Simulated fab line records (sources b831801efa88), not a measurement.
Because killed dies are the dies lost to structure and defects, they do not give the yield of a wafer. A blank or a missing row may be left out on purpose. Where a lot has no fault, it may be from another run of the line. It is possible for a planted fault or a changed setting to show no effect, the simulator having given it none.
fab line records + flow sky130
record
- lots=6
- wafers=16
- last-day=50
route steps=708 shown METAL3@561 VIA3@573 PAD_OPEN@708
lots that met no fault: taken from a fault-free run of the same line
start-h: hours from the record's opening day to when the first of the lot's shown wafers began + wait-h: hours from the lot's prior step to this one + " as in the row above + L1.1+2: several wafers, shown together as one row + - either no value or no given start + * or withheld: withheld + < > ~ a bound
route shown NAME@n: names a module that has steps shown in the file, with the first one's number in the route + usual: average and standard deviation across the fault-free wafers + same: alike in all rows + chamber/n: place in a boat + sites: readings site by site + _std_site: standard deviation of those values + _edge_site: the outer-site mean with the inner-site mean subtracted + radius-mm: for every site, how far away it sits from the centre of the wafer + mask NAME#n: copy n + behind: tool/chamber where the wafer was last shaped + hold: cause of the lot's hold/its duration in hours/its outcome + device: whichever transistor did not switch (one of n, p or np) + end of line: tests of these same wafers at the route's end + a step without rows: its recipe alone + killed: dies that structure and defects cost at the first sort, which is not the same as the wafer's yield + map: a wafer's dies, marking killed ones x, the rest . and places with no die _
set.NAME: the setting as run; set.NAME@STEP: as run at that earlier step + model.NAME: the simulator's own value behind a step, which no gauge read
lots at some steps of the route; a table a step, a row a wafer
services: when a tool's chamber went out of use (start-h, in hours from the record's first day, below 0 if earlier), for how many hours, and the reason
## steps
# step SKY_METAL3_PEB_11
# recipe
- peb-temp-c=withheld
- peb-time-s=withheld
- resist=KrF-thick
# step SKY_METAL3_DEVELOP_12
# recipe
- develop-time-s=60
- resist=KrF-thick
- dev-temp-c=21
# step SKY_METAL3_CD_MEAS_13
# recipe
- target-cd-nm=300
# usual
- cd-nm=299.8/1.2
| lot.wafer | tool      | chamber | start-h | wait-h | cd-nm |
|-----------|-----------|---------|---------|--------|-------|
| L424.2    | cd-sem-02 | -       | 890.68  | -      | 301.2 |
| L424.3    | "         | -       | "       | "      | 300.0 |
| L424.6    | "         | -       | "       | "      | 301.3 |
| L425.1    | cd-sem-02 | -       | 906.93  | -      | 300.8 |
| L425.5    | "         | -       | "       | "      | 299.0 |
| L425.6    | "         | -       | "       | "      | 298.9 |
| L438.1    | cd-sem-02 | -       | 998.17  | -      | 298.6 |
| L438.6    | "         | -       | "       | "      | 298.9 |
| L440.1    | cd-sem-02 | -       | 1020.82 | -      | 299.0 |
| L440.2    | "         | -       | "       | "      | 299.0 |
| L446.1    | cd-sem-02 | -       | 1059.29 | -      | 299.9 |
| L446.4    | "         | -       | "       | "      | 300.2 |
| L446.5    | "         | -       | "       | "      | 300.3 |
| L447.1    | cd-sem-02 | -       | 1062.14 | -      | 298.2 |
| L447.3    | "         | -       | "       | "      | 298.2 |
| L447.6    | "         | -       | "       | "      | 297.5 |
# step SKY_METAL3_OVL_MEAS_14
# usual
- METAL3_OVL=1/6
| lot.wafer | tool       | chamber | start-h | wait-h | METAL3_OVL[nm] |
|-----------|------------|---------|---------|--------|----------------|
| L424.2    | overlay-02 | -       | 890.78  | 0.1    | 14             |
| L424.3    | "          | -       | "       | "      | 6              |
| L424.6    | "          | -       | "       | "      | 8              |
| L425.1    | overlay-02 | -       | 907.05  | 0.1    | 3              |
| L425.5    | "          | -       | "       | "      | 10             |
| L425.6    | "          | -       | "       | "      | 4              |
| L438.1    | overlay-02 | -       | 998.29  | 0.1    | 3              |
| L438.6    | "          | -       | "       | "      | 1              |
| L440.1    | overlay-01 | -       | 1020.94 | 0.1    | 6              |
| L440.2    | "          | -       | "       | "      | -2             |
| L446.1    | overlay-01 | -       | 1059.41 | 0.1    | 3              |
| L446.4    | "          | -       | "       | "      | -8             |
| L446.5    | "          | -       | "       | "      | 8              |
| L447.1    | overlay-01 | -       | 1062.26 | 0.1    | 2              |
| L447.3    | "          | -       | "       | "      | 6              |
| L447.6    | "          | -       | "       | "      | -6             |
# step SKY_METAL3_DESCUM_15
# recipe
- chemistry=O2
- source-power-w=150
- bias-power-w=0
- pressure-mtorr=10
- temp-c=40
- time-s=8
# usual
- drypump-motor-current-A=6.23/0.13
- oes-product-au=1.002/0.011
- rf-fwd-power-W=146.9/0.69
# same
- bias-power-w=0
| lot.wafer | tool         | chamber | start-h | wait-h | drypump-motor-current-A | oes-product-au | rf-fwd-power-W | rf-hours-counter-h |
|-----------|--------------|---------|---------|--------|-------------------------|----------------|----------------|--------------------|
| L424.2    | rie-metal-04 | 1       | 890.82  | 0.0    | 6.33                    | 0.992          | 147.2          | -                  |
| L424.3    | "            | 1       | "       | "      | 6.33                    | 0.990          | 147.6          | -                  |
| L424.6    | "            | 1       | "       | "      | 6.34                    | 0.995          | 147.1          | -                  |
| L425.1    | rie-metal-02 | 0       | 907.09  | 0.0    | 5.89                    | 1.002          | 146.8          | 16                 |
| L425.5    | "            | 1       | "       | "      | 6.29                    | 0.997          | 147.3          | -                  |
| L425.6    | "            | 0       | "       | "      | 5.90                    | 0.998          | 147.4          | -                  |
| L438.1    | rie-metal-01 | 1       | 998.33  | 0.0    | 6.27                    | 1.010          | 147.1          | 0                  |
| L438.6    | "            | 1       | "       | "      | 6.28                    | 1.005          | 146.5          | -                  |
| L440.1    | rie-metal-01 | 0       | 1020.98 | 0.0    | 6.27                    | 1.025          | 146.1          | 23                 |
| L440.2    | "            | 1       | "       | "      | 6.27                    | 1.013          | 146.2          | 1                  |
| L446.1    | rie-metal-04 | 1       | 1059.44 | 0.0    | 6.35                    | 0.978          | 147.1          | 12                 |
| L446.4    | "            | 0       | "       | "      | 6.08                    | 0.997          | 147.5          | -                  |
| L446.5    | "            | 1       | "       | "      | 6.36                    | 0.987          | 146.7          | -                  |
| L447.1    | rie-metal-01 | 0       | 1062.29 | 0.0    | 6.27                    | 1.014          | 146.0          | 26                 |
| L447.3    | "            | 0       | "       | "      | 6.30                    | 0.994          | 145.7          | -                  |
| L447.6    | "            | 0       | "       | "      | 6.30                    | 1.003          | 146.3          | -                  |
# step SKY_METAL3_ETCH_16
# recipe
- chemistry=N2/H2
- target=BARC
- ion-energy-ev=200
- bias-w=100
- pressure-mtorr=30
- n2-flow-sccm=100
- h2-flow-sccm=200
- icp-w=500
- stop-on=SiO2
- time-s=88.2
- target-depth-a=600
# usual
- drypump-motor-current-A=6.24/0.13
- oes-product-au=0.625/0.0047
- rf-fwd-power-W=496.2/2
- throttle-valve-pct=13.204/0.0084
| lot.wafer | tool         | chamber | start-h | wait-h | drypump-motor-current-A | oes-product-au | rf-fwd-power-W | rf-hours-counter-h | throttle-valve-pct |
|-----------|--------------|---------|---------|--------|-------------------------|----------------|----------------|--------------------|--------------------|
| L424.2    | rie-metal-04 | 1       | 890.91  | 0.1    | 6.33                    | 0.625          | 497.7          | -                  | 13.198             |
| L424.3    | "            | 1       | "       | "      | 6.34                    | 0.618          | 497.3          | -                  | 13.215             |
| L424.6    | "            | 1       | "       | "      | 6.34                    | 0.623          | 496.1          | -                  | 13.188             |
| L425.1    | rie-metal-02 | 0       | 907.12  | 0.0    | 5.90                    | 0.627          | 498.6          | 16                 | 13.202             |
| L425.5    | "            | 1       | "       | "      | 6.32                    | 0.627          | 495.7          | -                  | 13.189             |
| L425.6    | "            | 0       | "       | "      | 5.92                    | 0.621          | 498.0          | -                  | 13.203             |
| L438.1    | rie-metal-01 | 1       | 998.36  | 0.0    | 6.28                    | 0.625          | 494.7          | 0                  | 13.193             |
| L438.6    | "            | 1       | "       | "      | 6.26                    | 0.630          | 494.6          | -                  | 13.221             |
| L440.1    | rie-metal-01 | 0       | 1021.01 | 0.0    | 6.30                    | 0.625          | 494.5          | 23                 | 13.202             |
| L440.2    | "            | 1       | "       | "      | 6.28                    | 0.624          | 497.9          | 1                  | 13.200             |
| L446.1    | rie-metal-04 | 1       | 1059.47 | 0.0    | 6.33                    | 0.623          | 496.1          | 12                 | 13.221             |
| L446.4    | "            | 0       | "       | "      | 6.07                    | 0.625          | 496.9          | -                  | 13.194             |
| L446.5    | "            | 1       | "       | "      | 6.32                    | 0.619          | 497.8          | -                  | 13.209             |
| L447.1    | rie-metal-01 | 0       | 1062.35 | 0.1    | 6.27                    | 0.625          | 493.2          | 26                 | 13.214             |
| L447.3    | "            | 0       | "       | "      | 6.30                    | 0.620          | 493.0          | -                  | 13.209             |
| L447.6    | "            | 0       | "       | "      | 6.29                    | 0.628          | 493.5          | -                  | 13.209             |
# step SKY_METAL3_ETCH_17
# recipe
- target=SiO2
- stop-on=TiN
- chemistry=C4F8/O2/Ar
- source-w=1500
- bias-w=1200
- pressure-mtorr=40
- c4f8-flow-sccm=withheld
- O2_flow_sccm=6
- Ar_flow_sccm=300
- time-s=3.9
- target-depth-a=150
# usual
- oes-product-au=0.753/0.0062
- rf-fwd-power-W=1469/5.9
| lot.wafer | tool        | chamber | start-h | wait-h | oes-product-au | rf-fwd-power-W | rf-hours-counter-h |
|-----------|-------------|---------|---------|--------|----------------|----------------|--------------------|
| L424.2    | rie-diel-03 | 2       | 891.07  | 0.1    | 0.745          | 1470           | 15                 |
| L424.3    | "           | 0       | "       | "      | 0.750          | 1469           | 13                 |
| L424.6    | "           | 1       | "       | "      | 0.762          | 1474           | -                  |
| L425.1    | rie-diel-03 | 2       | 907.22  | 0.1    | 0.753          | 1471           | 15                 |
| L425.5    | "           | 1       | "       | "      | 0.765          | 1463           | -                  |
| L425.6    | "           | 0       | "       | "      | 0.765          | 1461           | -                  |
| L438.1    | rie-diel-02 | 1       | 998.46  | 0.1    | 0.757          | 1465           | 9                  |
| L438.6    | "           | 1       | "       | "      | 0.759          | 1465           | -                  |
| L440.1    | rie-diel-03 | 0       | 1021.11 | 0.1    | 0.754          | 1469           | 17                 |
| L440.2    | "           | 2       | "       | "      | 0.745          | 1477           | 18                 |
| L446.1    | rie-diel-03 | 0       | 1059.57 | 0.1    | 0.762          | 1464           | 18                 |
| L446.4    | "           | 2       | "       | "      | 0.746          | 1474           | 19                 |
| L446.5    | "           | 0       | "       | "      | 0.757          | 1462           | -                  |
| L447.1    | rie-diel-02 | 2       | 1062.55 | 0.2    | 0.751          | 1473           | 20                 |
| L447.3    | "           | 3       | "       | "      | 0.749          | 1459           | 15                 |
| L447.6    | "           | 1       | "       | "      | 0.753          | 1465           | -                  |
# step SKY_METAL3_METAL_ETCH_18
# recipe
- target-depth-a=8450
- stop-on=SiO2
- over-etch-frac=0.3
- time-s=183.1
- chemistry=Cl2/BCl3
- resist-sidewall-deg=88
- pressure-mtorr=10
- icp-w=900
- bias-w=48.5
- Cl2_flow_sccm=60
- bcl3-flow-sccm=30
# step SKY_METAL3_STRIP_19
# recipe
- chemistry=O2/N2
- power-w=1400
- pressure-mtorr=1500
- platen-temp-c=withheld
- o2-flow-sccm=3000
- n2-flow-sccm=300
- overash-fraction=0.5
# usual
- drypump-motor-current-A=5.8/0.41
- oes-product-au=0.500/0.0062
- strip-time-to-endpoint-s=6.49/0.083
# same
- overash-fraction=0.5
| lot.wafer | tool            | chamber | start-h | wait-h | drypump-motor-current-A | oes-product-au | rf-hours-counter-h | strip-time-to-endpoint-s |
|-----------|-----------------|---------|---------|--------|-------------------------|----------------|--------------------|--------------------------|
| L424.2    | plasma-asher-03 | 0       | 891.45  | 0.2    | 5.6                     | 0.493          | 44                 | 6.41                     |
| L424.3    | "               | 1       | "       | "      | 5.7                     | 0.493          | -                  | 6.46                     |
| L424.6    | "               | 0       | "       | "      | 5.6                     | 0.495          | -                  | 6.42                     |
| L425.1    | plasma-asher-02 | 1       | 907.42  | 0.1    | 5.7                     | 0.502          | 16                 | 6.59                     |
| L425.5    | "               | 1       | "       | "      | 5.7                     | 0.496          | -                  | 6.57                     |
| L425.6    | "               | 0       | "       | "      | 5.3                     | 0.504          | -                  | 6.56                     |
| L438.1    | plasma-asher-01 | 0       | 998.66  | 0.1    | 6.5                     | 0.498          | 120                | 6.39                     |
| L438.6    | "               | 1       | "       | "      | 6.5                     | 0.496          | -                  | 6.40                     |
| L440.1    | plasma-asher-02 | 0       | 1021.31 | 0.1    | 5.3                     | 0.512          | 29                 | 6.50                     |
| L440.2    | "               | 1       | "       | "      | 5.7                     | 0.504          | 29                 | 6.41                     |
| L446.1    | plasma-asher-03 | 1       | 1059.95 | 0.3    | 5.8                     | 0.499          | 65                 | 6.38                     |
| L446.4    | "               | 0       | "       | "      | 5.6                     | 0.495          | -                  | 6.33                     |
| L446.5    | "               | 1       | "       | "      | 5.7                     | 0.491          | -                  | 6.46                     |
| L447.1    | plasma-asher-03 | 0       | 1062.93 | 0.3    | 5.5                     | 0.504          | 65                 | 6.47                     |
| L447.3    | "               | 0       | "       | "      | 5.6                     | 0.499          | -                  | 6.45                     |
| L447.6    | "               | 1       | "       | "      | 5.7                     | 0.493          | -                  | 6.44                     |
# step SKY_METAL3_STRIP_20
# recipe
- chemistry=post-etch-residue-remover
- time-s=1200
- temp-c=72.5
# step SKY_METAL3_CLEAN_21
# recipe
- chemistry=IPA
- time-s=180
- temp-c=25
# step SKY_METAL3_CLEAN_22
# recipe
- chemistry=O3/DIW
- dry=n2-spin
# step SKY_VIA3_HDPCVD_00
# recipe
- material=SiO2
- target-thk-nm=1635
- sigma-open-frac=0.3
- time-s=272.5
- temp-c=400
- sih4-flow-sccm=60
- pressure-mtorr=6
# usual
- run-length-s=300.1/0.54
| lot.wafer | tool      | chamber | start-h | wait-h | run-length-s | model.SiO2_of_VIA3_HDPCVD_00.thk-nm |
|-----------|-----------|---------|---------|--------|--------------|-------------------------------------|
| L424.2    | hdpcvd-02 | 2       | 892.04  | 0.0    | 300.2        | 1642                                |
| L424.3    | "         | 0       | "       | "      | 299.8        | 1627                                |
| L424.6    | "         | 2       | "       | "      | 299.9        | 1630                                |
| L425.1    | hdpcvd-01 | 2       | 908.01  | 0.0    | 299.1        | 1623                                |
| L425.5    | "         | 1       | "       | "      | 300.4        | 1644                                |
| L425.6    | "         | 2       | "       | "      | 299.4        | 1638                                |
| L438.1    | hdpcvd-02 | 2       | 999.25  | 0.0    | 290.6        | 1562                                |
| L438.6    | "         | 1       | "       | "      | 291.8        | 1580                                |
| L440.1    | hdpcvd-02 | 1       | 1021.90 | 0.0    | 292.2        | 1561                                |
| L440.2    | "         | 0       | "       | "      | 299.8        | 1608                                |
| L446.1    | hdpcvd-01 | 1       | 1060.54 | 0.0    | 300.4        | 1631                                |
| L446.4    | "         | 2       | "       | "      | 299.9        | 1654                                |
| L446.5    | "         | 1       | "       | "      | 300.5        | 1641                                |
| L447.1    | hdpcvd-01 | 1       | 1063.52 | 0.0    | 300.7        | 1644                                |
| L447.3    | "         | 2       | "       | "      | 299.7        | 1649                                |
| L447.6    | "         | 2       | "       | "      | 299.2        | 1660                                |
# step SKY_VIA3_THK_MEAS_01
# recipe
- reads=SiO2_of_VIA3_HDPCVD_00
# usual
- VIA3_HDPCVD_THK=1637/14
| lot.wafer | tool          | chamber | start-h | wait-h | VIA3_HDPCVD_THK[nm] |
|-----------|---------------|---------|---------|--------|---------------------|
| L424.2    | film-metro-04 | -       | 892.22  | 0.1    | 1643                |
| L424.3    | "             | -       | "       | "      | 1626                |
| L424.6    | "             | -       | "       | "      | 1630                |
| L425.1    | film-metro-02 | -       | 908.18  | 0.1    | 1621                |
| L425.5    | "             | -       | "       | "      | 1644                |
| L425.6    | "             | -       | "       | "      | 1638                |
| L438.1    | film-metro-02 | -       | 999.42  | 0.1    | 1562                |
| L438.6    | "             | -       | "       | "      | 1580                |
| L440.1    | film-metro-01 | -       | 1022.07 | 0.1    | 1561                |
| L440.2    | "             | -       | "       | "      | 1609                |
| L446.1    | film-metro-02 | -       | 1060.70 | 0.1    | 1631                |
| L446.4    | "             | -       | "       | "      | 1654                |
| L446.5    | "             | -       | "       | "      | 1642                |
| L447.1    | film-metro-04 | -       | 1063.69 | 0.1    | 1644                |
| L447.3    | "             | -       | "       | "      | 1651                |
| L447.6    | "             | -       | "       | "      | 1660                |
# step SKY_VIA3_CMP_02
# recipe
- material=SiO2
- down-force-psi=4
- platen-rpm=60
- pad-velocity-m-s=0.94248
# usual
- motor-current-A=11.1/1.4
| lot.wafer | tool   | chamber | start-h | wait-h | motor-current-A |
|-----------|--------|---------|---------|--------|-----------------|
| L424.2    | cmp-02 | 3       | 892.27  | 0.0    | 11.1            |
| L424.3    | "      | 1       | "       | "      | 12.1            |
| L424.6    | "      | 3       | "       | "      | 11.3            |
| L425.1    | cmp-02 | 0       | 908.39  | 0.2    | 12.6            |
| L425.5    | "      | 1       | "       | "      | 12.5            |
| L425.6    | "      | 2       | "       | "      | 8.1             |
| L438.1    | cmp-01 | 1       | 999.63  | 0.2    | 10.6            |
| L438.6    | "      | 3       | "       | "      | 12.5            |
| L440.1    | cmp-02 | 3       | 1022.18 | 0.1    | 11.0            |
| L440.2    | "      | 0       | "       | "      | 12.7            |
| L446.1    | cmp-02 | 1       | 1060.81 | 0.1    | 13.0            |
| L446.4    | "      | 2       | "       | "      | 8.3             |
| L446.5    | "      | 1       | "       | "      | 12.2            |
| L447.1    | cmp-01 | 2       | 1063.80 | 0.1    | 10.1            |
| L447.3    | "      | 3       | "       | "      | 12.2            |
| L447.6    | "      | 2       | "       | "      | 9.7             |
# step SKY_PAD_OPEN_PROBE_99
# usual
- defect-limited-yield=82.4/1.8
- killed_at_M0_to_M3=45/6.8
- killed_at_M4_up=3.2/1.6
- killed-at-contacts=24/5.1
- killed-at-front-end=14/4.4
- killed-at-other=0.4/0.65
- killed-dies=87/8.8
- killed-on-rim=17/3.6
- killed-open=47/7.2
- killed-short=39/6.1
- sort_bin_3_pad_short=0.9/0.38
- sort_bin_5_function=10.4/1.5
- sort_bin_6_memory=6.4/1.1
- sort-n-pass=405/8.8
- sort-yield-pct=82.4/1.8
# same
- gross-dies=492
- killed-at-back-side=0
- sort_bin_4_leakage[%]=0
- sort_bin_8_speed[%]=0
| lot.wafer | tool      | chamber | start-h | wait-h | defect-limited-yield[%] | killed_at_M0_to_M3 | killed_at_M4_up | killed-at-contacts | killed-at-front-end | killed-at-other | killed-dies | killed-on-rim | killed-open | killed-short | sort_bin_3_pad_short[%] | sort_bin_5_function[%] | sort_bin_6_memory[%] | sort-n-pass | sort-yield-pct[%] |
|-----------|-----------|---------|---------|--------|-------------------------|--------------------|-----------------|--------------------|---------------------|-----------------|-------------|---------------|-------------|--------------|-------------------------|------------------------|----------------------|-------------|-------------------|
| L424.2    | prober-01 | -       | 1063.84 | 0.1    | 83.7                    | 43                 | 1               | 23                 | 13                  | 0               | 80          | 18            | 47          | 33           | 1.4                     | 10.2                   | 4.7                  | 412         | 83.7              |
| L424.3    | prober-01 | -       | 1063.89 | 0.2    | 80.5                    | 40                 | 4               | 34                 | 18                  | 0               | 96          | 23            | 50          | 46           | 0.6                     | 10.4                   | 8.5                  | 396         | 80.5              |
| L424.6    | prober-01 | -       | 1064.04 | 0.2    | 84.1                    | 43                 | 3               | 18                 | 14                  | 0               | 78          | 11            | 47          | 31           | 1.0                     | 8.7                    | 6.1                  | 414         | 84.1              |
| L425.1    | prober-01 | -       | 1079.94 | 0.1    | 81.7                    | 54                 | 1               | 20                 | 14                  | 1               | 90          | 23            | 50          | 40           | 0.6                     | 11.0                   | 6.7                  | 402         | 81.7              |
| L425.5    | prober-01 | -       | 1080.14 | 0.2    | 84.3                    | 41                 | 2               | 25                 | 9                   | 0               | 77          | 18            | 36          | 41           | 1.0                     | 8.9                    | 5.7                  | 415         | 84.3              |
| L425.6    | prober-01 | -       | 1080.19 | 0.2    | 82.3                    | 49                 | 2               | 25                 | 10                  | 1               | 87          | 13            | 48          | 39           | 0.6                     | 11.4                   | 5.7                  | 405         | 82.3              |
| L438.1    | prober-02 | -       | 1153.58 | 0.1    | 82.7                    | 42                 | 2               | 21                 | 20                  | 0               | 85          | 16            | 43          | 42           | 1.0                     | 9.6                    | 6.7                  | 407         | 82.7              |
| L438.6    | prober-02 | -       | 1153.83 | 0.2    | 81.7                    | 48                 | 7               | 23                 | 12                  | 0               | 90          | 17            | 46          | 44           | 1.2                     | 9.1                    | 7.9                  | 402         | 81.7              |
| L440.1    | prober-02 | -       | 1169.99 | 0.1    | 83.3                    | 44                 | 6               | 20                 | 12                  | 0               | 82          | 17            | 43          | 39           | 0.8                     | 10.0                   | 5.9                  | 410         | 83.3              |
| L440.2    | prober-02 | -       | 1170.04 | 0.1    | 83.5                    | 37                 | 6               | 22                 | 16                  | 0               | 81          | 17            | 46          | 35           | 0.6                     | 7.9                    | 7.9                  | 411         | 83.5              |
| L446.1    | prober-02 | -       | 1201.32 | 0.1    | 82.3                    | 43                 | 2               | 21                 | 18                  | 3               | 87          | 19            | 54          | 33           | 0.6                     | 10.8                   | 6.3                  | 405         | 82.3              |
| L446.4    | prober-02 | -       | 1201.47 | 0.2    | 84.3                    | 42                 | 3               | 21                 | 11                  | 0               | 77          | 10            | 45          | 32           | 1.0                     | 9.1                    | 5.5                  | 415         | 84.3              |
| L446.5    | prober-02 | -       | 1201.52 | 0.2    | 85.2                    | 34                 | 5               | 19                 | 15                  | 0               | 73          | 12            | 42          | 31           | 1.2                     | 9.1                    | 4.5                  | 419         | 85.2              |
| L447.1    | prober-01 | -       | 1202.93 | 0.1    | 80.9                    | 54                 | 4               | 17                 | 19                  | 0               | 94          | 19            | 46          | 48           | 0.6                     | 12.0                   | 6.5                  | 398         | 80.9              |
| L447.3    | prober-01 | -       | 1203.03 | 0.2    | 83.5                    | 47                 | 2               | 18                 | 13                  | 1               | 81          | 17            | 45          | 36           | 0.8                     | 9.6                    | 6.1                  | 411         | 83.5              |
| L447.6    | prober-01 | -       | 1203.18 | 0.2    | 79.9                    | 53                 | 2               | 29                 | 14                  | 1               | 99          | 18            | 59          | 39           | 0.8                     | 14.4                   | 4.9                  | 393         | 79.9              |
# killed by level:class
L424.2 VIA1:geometric-particle:open=11 CONTACT:geometric-particle:open=9 VIA1:geometric-particle:short=9 VIA3:geometric-particle:open=8 LI_CONTACT:geometric-particle:open=6 METAL1:geometric-particle:short=6 VIA2:geometric-particle:open=5 POLY_GATE:geometric-particle:open=4
L424.3 VIA1:geometric-particle:open=12 LI_CONTACT:geometric-particle:open=11 CONTACT:geometric-particle:open=10 CONTACT:geometric-particle:short=8 POLY_GATE:geometric-particle:open=6 POLY_GATE:geometric-particle:short=6 VIA1:geometric-particle:short=5 VIA3:geometric-particle:short=5
L424.6 VIA1:geometric-particle:open=8 LI_CONTACT:geometric-particle:open=7 VIA3:geometric-particle:open=7 CONTACT:geometric-particle:open=6 VIA1:geometric-particle:short=5 METAL1:geometric-particle:short=5 VIA2:geometric-particle:open=5 POLY_GATE:geometric-particle:open=4
L425.1 VIA1:geometric-particle:open=16 CONTACT:geometric-particle:open=7 FIELD_ISO:geometric-particle:open=6 METAL1:geometric-particle:short=6 VIA2:geometric-particle:open=6 CONTACT:geometric-particle:short=5 VIA3:geometric-particle:open=5 VIA2:geometric-particle:short=4
L425.5 CONTACT:geometric-particle:open=8 VIA1:geometric-particle:short=6 VIA1:geometric-particle:open=6 VIA2:geometric-particle:short=6 CONTACT:geometric-particle:short=5 METAL1:geometric-particle:short=5 VIA2:geometric-particle:open=5 FIELD_ISO:geometric-particle:open=4
L425.6 CONTACT:geometric-particle:open=11 VIA1:geometric-particle:open=10 METAL1:geometric-particle:short=6 VIA3:geometric-particle:open=6 VIA1:geometric-particle:short=5 METAL2:geometric-particle:short=5 VIA2:geometric-particle:open=5 VIA2:geometric-particle:short=5
L438.1 VIA1:geometric-particle:open=11 VIA1:geometric-particle:short=8 CONTACT:geometric-particle:open=7 LI_CONTACT:geometric-particle:open=6 FIELD_ISO:geometric-particle:open=5 FIELD_ISO:geometric-particle:short=4 POLY_GATE:geometric-particle:short=4 LOCAL_INTERCONNECT:geometric-particle:short=4
L438.6 CONTACT:geometric-particle:open=12 METAL2:geometric-particle:short=9 VIA1:geometric-particle:short=7 METAL1:geometric-particle:short=6 VIA1:geometric-particle:open=6 LI_CONTACT:geometric-particle:open=5 METAL4:geometric-particle:short=5 POLY_GATE:geometric-particle:open=4
L440.1 CONTACT:geometric-particle:open=11 VIA3:geometric-particle:open=9 VIA1:geometric-particle:open=8 METAL1:geometric-particle:short=5 FIELD_ISO:geometric-particle:open=4 FIELD_ISO:geometric-particle:short=4 CONTACT:geometric-particle:short=4 VIA1:geometric-particle:short=4
L440.2 VIA1:geometric-particle:open=12 LI_CONTACT:geometric-particle:open=7 CONTACT:geometric-particle:open=7 METAL1:geometric-particle:short=6 VIA1:geometric-particle:short=5 METAL4:geometric-particle:short=5 POLY_GATE:geometric-particle:open=4 LOCAL_INTERCONNECT:geometric-particle:short=4
L446.1 CONTACT:geometric-particle:open=14 VIA2:geometric-particle:open=11 VIA1:geometric-particle:open=9 POLY_GATE:geometric-particle:short=7 VIA1:geometric-particle:short=6 VIA3:geometric-particle:open=5 FIELD_ISO:geometric-particle:open=4 POLY_GATE:geometric-particle:open=3
L446.4 VIA1:geometric-particle:open=11 LI_CONTACT:geometric-particle:open=8 VIA2:geometric-particle:open=8 CONTACT:geometric-particle:open=6 CONTACT:geometric-particle:short=4 VIA1:geometric-particle:short=4 VIA2:geometric-particle:short=4 POLY_GATE:geometric-particle:short=3
L446.5 VIA2:geometric-particle:open=9 CONTACT:geometric-particle:open=7 LI_CONTACT:geometric-particle:open=6 POLY_GATE:geometric-particle:open=5 VIA1:geometric-particle:open=5 VIA3:geometric-particle:open=5 METAL4:geometric-particle:short=5 METAL1:geometric-particle:short=4
L447.1 VIA1:geometric-particle:open=13 METAL2:geometric-particle:short=9 METAL1:geometric-particle:short=7 CONTACT:geometric-particle:open=6 VIA2:geometric-particle:open=5 VIA3:geometric-particle:open=5 METAL4:geometric-particle:short=4 VIA3:geometric-particle:short=4
L447.3 VIA2:geometric-particle:open=11 VIA1:geometric-particle:open=10 CONTACT:geometric-particle:open=9 VIA1:geometric-particle:short=8 LI_CONTACT:geometric-particle:open=5 METAL2:geometric-particle:short=4 VIA2:geometric-particle:short=4 FIELD_ISO:geometric-particle:short=3
L447.6 VIA3:geometric-particle:open=15 CONTACT:geometric-particle:open=12 VIA1:geometric-particle:open=9 VIA2:geometric-particle:open=7 CONTACT:geometric-particle:short=5 FIELD_ISO:geometric-particle:open=4 LI_CONTACT:geometric-particle:open=4 METAL1:geometric-particle:short=4
## services
| tool            | chamber | start-h | hours | kind   |
|-----------------|---------|---------|-------|--------|
| plasma-asher-03 | -       | 867.80  | 16.0  | pm     |
| rie-metal-01    | 1       | 873.02  | 81.6  | repair |
| cmp-02          | -       | 876.24  | 1.0   | repair |
| rie-diel-02     | 1       | 884.79  | 5.1   | repair |
| cmp-02          | -       | 893.70  | 0.6   | repair |
| rie-diel-03     | -       | 898.55  | 4.2   | repair |
| rie-diel-02     | 2       | 903.95  | 10.2  | repair |
| cmp-01          | -       | 912.00  | 4.0   | pm     |
| rie-metal-04    | -       | 913.56  | 0.7   | repair |
| rie-diel-02     | -       | 916.70  | 1.5   | repair |
| hdpcvd-02       | 0       | 919.71  | 6.4   | repair |
| hdpcvd-02       | -       | 950.25  | 15.0  | pm     |
| rie-metal-02    | -       | 956.76  | 1.4   | pm     |
| plasma-asher-02 | -       | 960.83  | 9.2   | repair |
| rie-diel-03     | 0       | 964.45  | 6.0   | repair |
| cmp-02          | -       | 964.60  | 0.3   | repair |
| rie-diel-03     | 1       | 968.94  | 7.9   | repair |
| rie-metal-02    | 0       | 969.84  | 10.9  | repair |
| rie-diel-03     | 3       | 971.46  | 3.1   | repair |
| rie-diel-03     | 2       | 1040.24 | 4.1   | repair |
| hdpcvd-02       | -       | 1045.97 | 0.5   | repair |
| cmp-02          | -       | 1055.84 | 0.7   | repair |
| rie-metal-01    | 1       | 1057.85 | 5.7   | repair |
| cmp-02          | -       | 1063.06 | 2.0   | repair |
## key
first-sign
- step=SKY_VIA3_HDPCVD_00
- reading=run-length-s
- direction=down
- sigmas=16
- usual=*
- struck=*
effect
- step=SKY_VIA3_THK_MEAS_01
- reading=VIA3_HDPCVD_THK
- direction=down
- sigmas=4.9
- usual=1637
- struck=1568
model-effect
- step=SKY_VIA3_HDPCVD_00
- value=SiO2_of_VIA3_HDPCVD_00.thk-nm
- without=1622
- struck=1568
met-at SKY_VIA3_HDPCVD_00
struck-wafers L438.1,L438.6,L440.1
onset-between 892.04 999.25
fault
- kind=process-parameter-drift
- tool=hdpcvd-02
- chamber=-
- onset-h=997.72
- steps=SKY_VIA3_HDPCVD_00
- channel=time-s
- offset=*
- shape=step
- end-h=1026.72
- scope=struck-wafers-only
- acts-in=*
- stated=*
